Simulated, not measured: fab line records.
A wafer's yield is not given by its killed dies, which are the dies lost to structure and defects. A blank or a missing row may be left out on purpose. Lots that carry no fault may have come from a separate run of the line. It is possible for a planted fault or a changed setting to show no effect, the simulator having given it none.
fab line records	flow sky130
record lots=24	wafers=72	last_day=50
route steps=708 shown SONOS_TUNNEL@161 SD_P@331 VIA1@461 METAL3@535 CAP2M@604 METAL5@676
lots that met no fault: taken from a fault-free run of the same line
start_h: start of the lot's first displayed wafer, in hours after the record's first day	wait_h: how many hours have passed since the lot's step before this one	" unchanged from the row above	L1.1+2: a row that stands for several wafers	- no value present, or no start provided	* or withheld: withheld	< > ~ a bound
route shown NAME@n: names a module that has steps shown in the file, with the first one's number in the route	usual: average and standard deviation across the fault-free wafers	same: alike in all rows	chamber/n: place in a boat	sites: per-site readings	_std_site: standard deviation of those values	_edge_site: the outer-site mean with the inner-site mean subtracted	radius_mm: how far each site lies from the wafer's centre	mask NAME#n: copy n	behind: the most recent tool/chamber to have shaped the wafer	hold: reason for holding the lot/hours on hold/outcome of the hold	device: the n, p or np transistor that did not switch	end of line: at the end of the route, the tests of the same wafers	step lacking rows: just its recipe	killed: count of dies lost to structure and defects at first sort (not the wafer's yield)	map: dies across one wafer; x = killed, . = not, _ = none there
set.NAME: the run value of the setting; set.NAME@STEP: its run value at that earlier step	model.NAME: the simulator's own value behind a step, which no gauge read
a sample of lots followed through the steps of the route, with each step as a table and each wafer as a row
services: when a tool's chamber went out of use (start_h, in hours from the record's first day, below 0 if earlier), for how many hours, and the reason
## steps
# step SKY_SONOS_TUNNEL_CD_MEAS_07
# recipe target_cd_nm=410
# usual cd_nm=410.2/1.8
lot.wafer	tool	chamber	start_h	wait_h	cd_nm
L074.2	cd_sem-02	-	259.41	0.1	412.7
L074.3	"	-	"	"	412.1
L074.5	"	-	"	"	412.5
L077.1	cd_sem-02	-	275.25	0.1	408.4
L077.2	"	-	"	"	406.7
L077.5	"	-	"	"	408.2
L076.2	cd_sem-02	-	275.57	0.1	408.2
L076.3	"	-	"	"	407.7
L076.5	"	-	"	"	409.1
L075.2	cd_sem-02	-	277.21	0.1	410.9
L075.3	"	-	"	"	409.7
L075.6	"	-	"	"	408.7
L079.1	cd_sem-01	-	281.50	0.1	410.3
L079.2	"	-	"	"	411.8
L079.6	"	-	"	"	410.7
L078.2	cd_sem-01	-	282.72	0.1	408.5
L078.3	"	-	"	"	407.6
L078.4	"	-	"	"	408.4
L080.1	cd_sem-01	-	305.24	0.1	412.6
L080.2	"	-	"	"	412.9
L080.3	"	-	"	"	410.1
L081.2	cd_sem-01	-	306.52	0.1	411.0
L081.3	"	-	"	"	414.3
L081.4	"	-	"	"	411.6
L082.1	cd_sem-01	-	312.80	0.1	410.8
L082.2	"	-	"	"	411.8
L082.5	"	-	"	"	411.0
L083.1	cd_sem-01	-	320.57	0.2	409.3
L083.4	"	-	"	"	409.0
L083.6	"	-	"	"	410.0
L085.2	cd_sem-02	-	331.66	0.1	411.8
L085.4	"	-	"	"	411.2
L085.5	"	-	"	"	408.8
L084.2	cd_sem-01	-	333.21	0.1	410.5
L084.4	"	-	"	"	411.3
L084.5	"	-	"	"	408.4
L086.1	cd_sem-02	-	347.34	0.1	410.9
L086.2	"	-	"	"	411.4
L086.6	"	-	"	"	410.3
L087.1	cd_sem-01	-	348.84	0.1	411.6
L087.2	"	-	"	"	410.0
L087.5	"	-	"	"	410.3
L088.1	cd_sem-02	-	356.70	0.1	412.4
L088.3	"	-	"	"	413.4
L088.6	"	-	"	"	412.7
L089.3	cd_sem-02	-	364.19	0.1	408.5
L089.5	"	-	"	"	409.5
L089.6	"	-	"	"	410.0
L090.1	cd_sem-01	-	381.40	0.1	410.9
L090.2	"	-	"	"	413.2
L090.6	"	-	"	"	412.1
L091.1	cd_sem-01	-	384.15	0.1	408.9
L091.4	"	-	"	"	407.1
L091.5	"	-	"	"	407.7
L092.1	cd_sem-01	-	395.30	0.1	408.6
L092.5	"	-	"	"	410.4
L092.6	"	-	"	"	410.0
L093.1	cd_sem-01	-	402.65	0.1	409.9
L093.4	"	-	"	"	410.2
L093.6	"	-	"	"	410.1
L094.1	cd_sem-01	-	406.34	0.1	410.0
L094.2	"	-	"	"	409.7
L094.6	"	-	"	"	410.1
L095.1	cd_sem-02	-	415.29	0.1	410.0
L095.3	"	-	"	"	409.6
L095.6	"	-	"	"	409.3
L096.1	cd_sem-01	-	421.15	0.1	409.3
L096.2	"	-	"	"	407.8
L096.5	"	-	"	"	412.2
L097.3	cd_sem-01	-	432.28	0.1	409.6
L097.5	"	-	"	"	409.5
L097.6	"	-	"	"	411.8
# step SKY_SD_P_TW_MEAS_11
# usual SD_P_TW=2836/46
lot.wafer	tool	chamber	start_h	wait_h	SD_P_TW
L074.2	film_metro-01	-	619.56	0.1	2892
L074.3	"	-	"	"	2899
L074.5	"	-	"	"	2891
L076.2	film_metro-04	-	623.36	0.1	2828
L076.3	"	-	"	"	2808
L076.5	"	-	"	"	2826
L075.2	film_metro-04	-	624.18	0.1	2834
L075.3	"	-	"	"	2834
L075.6	"	-	"	"	2863
L077.1	film_metro-01	-	624.35	0.1	2894
L077.2	"	-	"	"	2882
L077.5	"	-	"	"	2884
L078.2	film_metro-01	-	625.72	0.1	2876
L078.3	"	-	"	"	2876
L078.4	"	-	"	"	2905
L079.1	film_metro-03	-	626.15	0.1	2775
L079.2	"	-	"	"	2781
L079.6	"	-	"	"	2785
L080.1	film_metro-01	-	650.56	0.1	2874
L080.2	"	-	"	"	2869
L080.3	"	-	"	"	2876
L081.2	film_metro-01	-	651.71	0.1	2847
L081.3	"	-	"	"	2862
L081.4	"	-	"	"	2843
L082.1	film_metro-03	-	657.00	0.1	2783
L082.2	"	-	"	"	2781
L082.5	"	-	"	"	2783
L083.1	film_metro-01	-	662.81	0.1	2859
L083.4	"	-	"	"	2847
L083.6	"	-	"	"	2858
L085.2	film_metro-04	-	673.11	0.1	2833
L085.4	"	-	"	"	2824
L085.5	"	-	"	"	2819
L084.2	film_metro-03	-	676.86	0.1	2742
L084.4	"	-	"	"	2764
L084.5	"	-	"	"	2748
L086.1	film_metro-03	-	689.21	0.1	2764
L086.2	"	-	"	"	2769
L086.6	"	-	"	"	2753
L087.1	film_metro-04	-	690.85	0.1	2808
L087.2	"	-	"	"	2809
L087.5	"	-	"	"	2801
L088.1	film_metro-01	-	697.91	0.1	2878
L088.3	"	-	"	"	2885
L088.6	"	-	"	"	2869
L089.3	film_metro-01	-	706.92	0.1	2878
L089.5	"	-	"	"	2879
L089.6	"	-	"	"	2890
L090.1	film_metro-01	-	724.95	0.1	2850
L090.2	"	-	"	"	2888
L090.6	"	-	"	"	2869
L091.1	film_metro-04	-	726.81	0.1	2798
L091.4	"	-	"	"	2822
L091.5	"	-	"	"	2791
L092.1	film_metro-01	-	743.60	0.1	2872
L092.5	"	-	"	"	2869
L092.6	"	-	"	"	2860
L093.1	film_metro-01	-	744.61	0.1	2868
L093.4	"	-	"	"	2883
L093.6	"	-	"	"	2884
L094.1	film_metro-01	-	754.55	0.1	2895
L094.2	"	-	"	"	2873
L094.6	"	-	"	"	2882
L095.1	film_metro-03	-	757.60	0.1	2776
L095.3	"	-	"	"	2773
L095.6	"	-	"	"	2785
L096.1	film_metro-03	-	762.01	0.1	2794
L096.2	"	-	"	"	2796
L096.5	"	-	"	"	2780
L097.3	film_metro-03	-	772.32	0.1	2817
L097.5	"	-	"	"	2786
L097.6	"	-	"	"	2777
# step SKY_VIA1_BOW_MEAS_03
# recipe mode=bow
# usual VIA1_BOW=80/6.8
lot.wafer	tool	chamber	start_h	wait_h	VIA1_BOW[um]
L074.2	film_metro-04	-	792.84	0.3	78
L074.3	"	-	"	"	92
L074.5	"	-	"	"	74
L076.2	film_metro-03	-	795.71	0.1	81
L076.3	"	-	"	"	81
L076.5	"	-	"	"	62
L075.2	film_metro-03	-	797.45	0.1	77
L075.3	"	-	"	"	74
L075.6	"	-	"	"	77
L077.1	film_metro-04	-	798.09	0.2	83
L077.2	"	-	"	"	72
L077.5	"	-	"	"	82
L078.2	film_metro-04	-	799.36	0.2	74
L078.3	"	-	"	"	86
L078.4	"	-	"	"	85
L079.1	film_metro-01	-	799.95	0.1	78
L079.2	"	-	"	"	89
L079.6	"	-	"	"	85
L080.1	film_metro-03	-	821.35	0.2	76
L080.2	"	-	"	"	77
L080.3	"	-	"	"	81
L081.2	film_metro-03	-	822.42	0.3	92
L081.3	"	-	"	"	74
L081.4	"	-	"	"	79
L082.1	film_metro-03	-	828.53	0.2	85
L082.2	"	-	"	"	90
L082.5	"	-	"	"	84
L083.1	film_metro-03	-	830.05	0.2	76
L083.4	"	-	"	"	75
L083.6	"	-	"	"	77
L085.2	film_metro-03	-	842.12	0.1	88
L085.4	"	-	"	"	77
L085.5	"	-	"	"	76
L084.2	film_metro-01	-	843.12	0.1	78
L084.4	"	-	"	"	91
L084.5	"	-	"	"	78
L086.1	film_metro-01	-	856.90	0.2	83
L086.2	"	-	"	"	79
L086.6	"	-	"	"	79
L087.1	film_metro-03	-	857.25	0.1	65
L087.2	"	-	"	"	70
L087.5	"	-	"	"	78
L088.1	film_metro-04	-	863.96	0.1	79
L088.3	"	-	"	"	84
L088.6	"	-	"	"	89
L089.3	film_metro-01	-	871.98	0.2	67
L089.5	"	-	"	"	86
L089.6	"	-	"	"	72
L090.1	film_metro-01	-	888.60	0.1	78
L090.2	"	-	"	"	96
L090.6	"	-	"	"	86
L091.1	film_metro-03	-	893.26	0.2	75
L091.4	"	-	"	"	83
L091.5	"	-	"	"	86
L092.1	film_metro-01	-	910.27	0.2	84
L092.5	"	-	"	"	83
L092.6	"	-	"	"	85
L093.1	film_metro-03	-	910.54	0.1	88
L093.4	"	-	"	"	86
L093.6	"	-	"	"	83
L094.1	film_metro-04	-	916.46	0.1	65
L094.2	"	-	"	"	80
L094.6	"	-	"	"	70
L095.1	film_metro-01	-	920.69	0.2	73
L095.3	"	-	"	"	70
L095.6	"	-	"	"	76
L096.1	film_metro-03	-	923.19	0.1	87
L096.2	"	-	"	"	78
L096.5	"	-	"	"	85
L097.3	film_metro-03	-	934.90	0.2	74
L097.5	"	-	"	"	76
L097.6	"	-	"	"	78
# step SKY_METAL3_SPUTTER_03
# recipe material=Ti	target_thk_nm=5	power_w=3000	time_s=3.3	chamber_pressure_pa=0.4
# usual throttle_valve_pct=29.9/1
lot.wafer	tool	chamber	start_h	wait_h	throttle_valve_pct
L074.2	pvd_sputter-03	-	875.17	0.0	30.1
L074.3	"	-	"	"	31.4
L074.5	"	-	"	"	29.3
L076.2	pvd_sputter-03	-	881.74	0.0	29.2
L076.3	"	-	"	"	30.2
L076.5	"	-	"	"	29.0
L075.2	pvd_sputter-02	-	882.34	0.0	30.2
L075.3	"	-	"	"	30.3
L075.6	"	-	"	"	30.5
L077.1	pvd_sputter-03	-	882.64	0.0	29.3
L077.2	"	-	"	"	28.7
L077.5	"	-	"	"	29.3
L078.2	pvd_sputter-04	-	884.14	0.0	27.7
L078.3	"	-	"	"	30.9
L078.4	"	-	"	"	30.8
L079.1	pvd_sputter-03	-	884.44	0.0	31.5
L079.2	"	-	"	"	30.1
L079.6	"	-	"	"	30.3
L080.1	pvd_sputter-03	-	902.34	0.0	29.1
L080.2	"	-	"	"	28.7
L080.3	"	-	"	"	31.1
L081.2	pvd_sputter-04	-	904.42	0.0	30.9
L081.3	"	-	"	"	27.9
L081.4	"	-	"	"	30.9
L082.1	pvd_sputter-02	-	910.97	0.0	30.7
L082.2	"	-	"	"	30.7
L082.5	"	-	"	"	30.3
L083.1	pvd_sputter-04	-	911.96	0.0	27.9
L083.4	"	-	"	"	29.2
L083.6	"	-	"	"	30.7
L085.2	pvd_sputter-02	-	922.56	0.0	30.5
L085.4	"	-	"	"	29.0
L085.5	"	-	"	"	30.2
L084.2	pvd_sputter-03	-	922.98	0.0	29.4
L084.4	"	-	"	"	28.9
L084.5	"	-	"	"	28.8
L086.1	pvd_sputter-04	-	937.60	0.0	30.8
L086.2	"	-	"	"	31.2
L086.6	"	-	"	"	29.2
L087.1	pvd_sputter-03	-	939.12	0.0	29.2
L087.2	"	-	"	"	31.6
L087.5	"	-	"	"	29.1
L088.1	pvd_sputter-02	-	944.57	0.0	29.0
L088.3	"	-	"	"	30.7
L088.6	"	-	"	"	30.3
L089.3	pvd_sputter-02	-	951.35	0.0	29.1
L089.5	"	-	"	"	30.4
L089.6	"	-	"	"	30.4
L090.1	pvd_sputter-02	-	967.32	0.0	30.4
L090.2	"	-	"	"	30.5
L090.6	"	-	"	"	30.6
L091.1	pvd_sputter-02	-	971.69	0.0	30.5
L091.4	"	-	"	"	30.4
L091.5	"	-	"	"	30.4
L092.1	pvd_sputter-02	-	987.46	0.0	30.4
L092.5	"	-	"	"	30.9
L092.6	"	-	"	"	28.6
L093.1	pvd_sputter-03	-	989.26	0.0	31.4
L093.4	"	-	"	"	29.0
L093.6	"	-	"	"	29.6
L094.1	pvd_sputter-04	-	993.36	0.0	27.8
L094.2	"	-	"	"	30.8
L094.6	"	-	"	"	30.8
L095.1	pvd_sputter-04	-	997.21	0.0	30.9
L095.3	"	-	"	"	29.1
L095.6	"	-	"	"	30.8
L096.1	pvd_sputter-04	-	999.85	0.0	30.9
L096.2	"	-	"	"	30.7
L096.5	"	-	"	"	31.0
L097.3	pvd_sputter-04	-	1010.42	0.0	30.6
L097.5	"	-	"	"	27.9
L097.6	"	-	"	"	30.8
# step SKY_CAP2M_THK_MEAS_01
# recipe reads=SiO2_of_CAP2M_CVD_00
# usual CAP2M_CVD_00_THK=15.49/0.19
lot.wafer	tool	chamber	start_h	wait_h	CAP2M_CVD_00_THK[nm]
L074.2	film_metro-02	-	954.07	-	15.38
L074.3	"	-	"	"	15.41
L074.5	"	-	"	"	15.61
L076.2	film_metro-02	-	959.60	-	15.55
L076.3	"	-	"	"	15.89
L076.5	"	-	"	"	15.89
L077.1	film_metro-03	-	960.14	-	15.25
L077.2	"	-	"	"	15.31
L077.5	"	-	"	"	15.57
L075.2	film_metro-03	-	960.50	-	15.57
L075.3	"	-	"	"	15.44
L075.6	"	-	"	"	15.83
L078.2	film_metro-02	-	962.45	-	15.42
L078.3	"	-	"	"	15.70
L078.4	"	-	"	"	15.36
L079.1	film_metro-03	-	962.78	-	15.30
L079.2	"	-	"	"	15.35
L079.6	"	-	"	"	15.63
L080.1	film_metro-01	-	979.33	-	15.21
L080.2	"	-	"	"	15.28
L080.3	"	-	"	"	15.35
L081.2	film_metro-01	-	982.49	-	15.39
L081.3	"	-	"	"	15.66
L081.4	"	-	"	"	15.60
L082.1	film_metro-02	-	987.43	-	15.43
L082.2	"	-	"	"	15.67
L082.5	"	-	"	"	15.79
L083.1	film_metro-02	-	988.58	-	15.45
L083.4	"	-	"	"	15.49
L083.6	"	-	"	"	15.39
L085.2	film_metro-02	-	997.61	-	15.33
L085.4	"	-	"	"	15.61
L085.5	"	-	"	"	15.66
L084.2	film_metro-02	-	998.49	-	15.38
L084.4	"	-	"	"	15.82
L084.5	"	-	"	"	15.62
L086.1	film_metro-01	-	1013.41	-	15.40
L086.2	"	-	"	"	15.28
L086.6	"	-	"	"	15.50
L087.1	film_metro-03	-	1014.92	-	15.51
L087.2	"	-	"	"	15.50
L087.5	"	-	"	"	15.70
L088.1	film_metro-03	-	1018.71	-	15.16
L088.3	"	-	"	"	15.07
L088.6	"	-	"	"	15.22
L089.3	film_metro-03	-	1026.10	-	15.15
L089.5	"	-	"	"	15.51
L089.6	"	-	"	"	15.51
L090.1	film_metro-03	-	1040.78	-	15.54
L090.2	"	-	"	"	15.43
L090.6	"	-	"	"	15.62
L091.1	film_metro-02	-	1045.29	-	15.52
L091.4	"	-	"	"	15.62
L091.5	"	-	"	"	15.51
L092.1	film_metro-01	-	1063.71	-	15.60
L092.5	"	-	"	"	15.85
L092.6	"	-	"	"	15.56
L093.1	film_metro-02	-	1064.37	-	15.32
L093.4	"	-	"	"	15.45
L093.6	"	-	"	"	15.34
L094.1	film_metro-02	-	1065.38	-	15.43
L094.2	"	-	"	"	15.53
L094.6	"	-	"	"	15.76
L095.1	film_metro-02	-	1067.88	-	15.35
L095.3	"	-	"	"	15.45
L095.6	"	-	"	"	15.74
L096.1	film_metro-01	-	1069.94	-	15.42
L096.2	"	-	"	"	15.48
L096.5	"	-	"	"	15.49
L097.3	film_metro-02	-	1080.40	-	15.43
L097.5	"	-	"	"	15.51
L097.6	"	-	"	"	15.41
# step SKY_METAL5_METAL_ETCH_15
# recipe target_depth_a=12600	stop_on=SiO2	over_etch_frac=0.2	time_s=252	chemistry=Cl2/BCl3	resist_sidewall_deg=86	pressure_mtorr=10	icp_w=900	bias_w=48.5	Cl2_flow_sccm=60	bcl3_flow_sccm=30
# usual drypump_motor_current_A=5.8/0.5	he_backside_leak_sccm=3.32/0.29	oes_product_au=0.894/0.0053	throttle_valve_pct=22.263/0.0084
lot.wafer	tool	chamber	start_h	wait_h	drypump_motor_current_A	he_backside_leak_sccm	oes_product_au	rf_hours_counter_h	throttle_valve_pct
L074.2	rie_metal-04	1	1049.18	0.0	6.5	3.47	0.899	18	22.273
L074.3	"	1	"	"	6.5	3.33	0.888	-	22.263
L074.5	"	0	"	"	6.2	3.61	0.898	-	22.277
L076.2	rie_metal-03	0	1054.33	0.0	5.5	3.36	0.898	14	22.267
L076.3	"	0	"	"	5.5	3.32	0.890	-	22.257
L076.5	"	0	"	"	5.5	3.34	0.900	-	22.257
L077.1	rie_metal-04	0	1054.63	0.0	6.3	3.53	0.889	23	22.270
L077.2	"	1	"	"	6.5	3.56	0.890	18	22.264
L077.5	"	1	"	"	6.5	3.44	0.890	-	22.255
L075.2	rie_metal-02	0	1055.48	0.0	5.0	3.21	0.893	16	22.264
L075.3	"	1	"	"	5.7	2.81	0.899	-	22.263
L075.6	"	1	"	"	5.7	3.18	0.892	-	22.261
L078.2	rie_metal-03	0	1058.38	0.0	5.5	3.28	0.893	15	22.268
L078.3	"	1	"	"	5.9	2.99	0.902	-	22.254
L078.4	"	0	"	"	5.5	3.02	0.894	-	22.260
L079.1	rie_metal-02	1	1058.68	0.0	5.7	3.19	0.902	14	22.267
L079.2	"	0	"	"	5.0	3.28	0.903	17	22.264
L079.6	"	0	"	"	5.0	3.09	0.895	-	22.265
L080.1	rie_metal-03	1	1070.28	0.0	5.9	3.61	0.893	13	22.264
L080.2	"	0	"	"	5.5	3.39	0.891	16	22.255
L080.3	"	0	"	"	5.5	3.36	0.888	-	22.257
L081.2	rie_metal-03	0	1074.93	0.0	5.5	3.23	0.896	16	22.264
L081.3	"	1	"	"	5.9	3.15	0.890	-	22.267
L081.4	"	0	"	"	5.5	2.89	0.895	-	22.262
L082.1	rie_metal-02	1	1079.18	0.0	5.8	3.14	0.888	16	22.266
L082.2	"	0	"	"	5.0	3.32	0.891	18	22.262
L082.5	"	0	"	"	5.0	3.27	0.903	-	22.268
L083.1	rie_metal-02	1	1080.98	0.0	5.7	2.70	0.889	16	22.266
L083.4	"	1	"	"	5.7	3.04	0.890	-	22.251
L083.6	"	1	"	"	5.7	3.11	0.895	-	22.273
L085.2	rie_metal-04	0	1088.49	0.0	6.2	3.53	0.900	25	22.254
L085.4	"	0	"	"	6.3	3.69	0.892	-	22.242
L085.5	"	0	"	"	6.3	3.62	0.890	-	22.278
L084.2	rie_metal-03	1	1089.13	0.0	5.9	3.41	0.891	14	22.272
L084.4	"	1	"	"	5.9	3.76	0.903	-	22.252
L084.5	"	0	"	"	5.6	3.35	0.886	-	22.267
L086.1	rie_metal-04	1	1104.23	0.0	6.5	3.53	0.902	21	22.253
L086.2	"	0	"	"	6.3	3.48	0.890	26	22.273
L086.6	"	0	"	"	6.3	3.54	0.887	-	22.272
L087.1	rie_metal-03	0	1105.29	0.0	5.5	3.07	0.896	18	22.272
L087.2	"	1	"	"	5.9	3.19	0.892	15	22.271
L087.5	"	0	"	"	5.5	3.39	0.890	-	22.254
L088.1	rie_metal-02	0	1109.33	0.0	5.0	3.29	0.892	21	22.256
L088.3	"	0	"	"	5.0	3.33	0.899	-	22.264
L088.6	"	1	"	"	5.7	2.86	0.893	-	22.265
L089.3	rie_metal-04	0	1114.52	0.1	6.3	3.58	0.893	-	22.251
L089.5	"	1	"	"	6.5	3.46	0.888	-	22.264
L089.6	"	0	"	"	6.3	3.49	0.894	-	22.266
L090.1	rie_metal-02	0	1129.44	0.0	5.0	3.38	0.894	23	22.241
L090.2	"	1	"	"	5.7	2.90	0.902	20	22.260
L090.6	"	0	"	"	5.0	3.42	0.900	-	22.269
L091.1	rie_metal-02	0	1133.04	0.0	5.0	3.23	0.880	23	22.258
L091.4	"	0	"	"	5.0	3.18	0.896	-	22.273
L091.5	"	0	"	"	5.0	3.20	0.898	-	22.275
L092.1	rie_metal-03	0	1147.74	0.0	5.5	3.30	0.902	21	22.268
L092.5	"	1	"	"	6.0	3.26	0.893	-	22.272
L092.6	"	0	"	"	5.5	3.19	0.890	-	22.256
L093.1	rie_metal-04	1	1149.43	0.0	6.5	3.70	0.905	25	22.261
L093.4	"	1	"	"	6.5	3.58	0.892	-	22.275
L093.6	"	0	"	"	6.3	3.60	0.890	-	22.257
L094.1	rie_metal-02	1	1149.54	0.0	5.7	2.69	0.901	22	22.265
L094.2	"	0	"	"	5.0	3.38	0.887	24	22.254
L094.6	"	0	"	"	5.0	3.35	0.885	-	22.260
L095.1	rie_metal-04	1	1150.88	0.0	6.5	3.43	0.897	25	22.256
L095.3	"	0	"	"	6.2	3.77	0.893	-	22.268
L095.6	"	0	"	"	6.2	3.61	0.888	-	22.267
L096.1	rie_metal-02	0	1153.29	0.0	5.0	3.35	0.904	25	22.263
L096.2	"	1	"	"	5.7	3.66	0.888	22	22.262
L096.5	"	1	"	"	5.7	3.40	0.898	-	22.255
L097.3	rie_metal-02	0	1161.61	0.1	5.0	3.34	0.887	-	22.254
L097.5	"	0	"	"	5.0	3.30	0.899	-	22.258
L097.6	"	1	"	"	5.8	3.06	0.901	-	22.268
## services
tool	chamber	start_h	hours	kind
rie_metal-04	-	903.25	1.4	pm
pvd_sputter-04	0	912.03	-	consumable_replace:kit
pvd_sputter-04	0	912.03	18.0	scheduled_down
pvd_sputter-04	0	912.03	18.0	vent_cycle
rie_metal-04	-	938.96	0.5	repair
pvd_sputter-02	0	941.21	-	consumable_replace:kit
pvd_sputter-02	0	941.21	18.0	scheduled_down
pvd_sputter-02	0	941.21	18.0	vent_cycle
rie_metal-03	-	947.65	15.6	pm
pvd_sputter-03	3	961.49	-	consumable_replace:kit
pvd_sputter-03	3	961.49	18.0	scheduled_down
pvd_sputter-03	3	961.49	18.0	vent_cycle
rie_metal-02	0	975.74	1.5	repair
rie_metal-02	-	976.68	0.6	repair
pvd_sputter-02	-	983.41	1.5	repair
rie_metal-02	0	994.43	4.1	repair
pvd_sputter-02	-	995.85	1.8	repair
rie_metal-03	1	1032.42	8.9	repair
pvd_sputter-04	-	1039.84	1.3	repair
pvd_sputter-03	-	1070.13	1.3	repair
pvd_sputter-03	-	1079.80	0.9	repair
rie_metal-04	-	1119.83	14.6	pm
pvd_sputter-02	-	1126.05	4.3	repair
rie_metal-03	1	1128.55	1.1	repair
## key
fault none
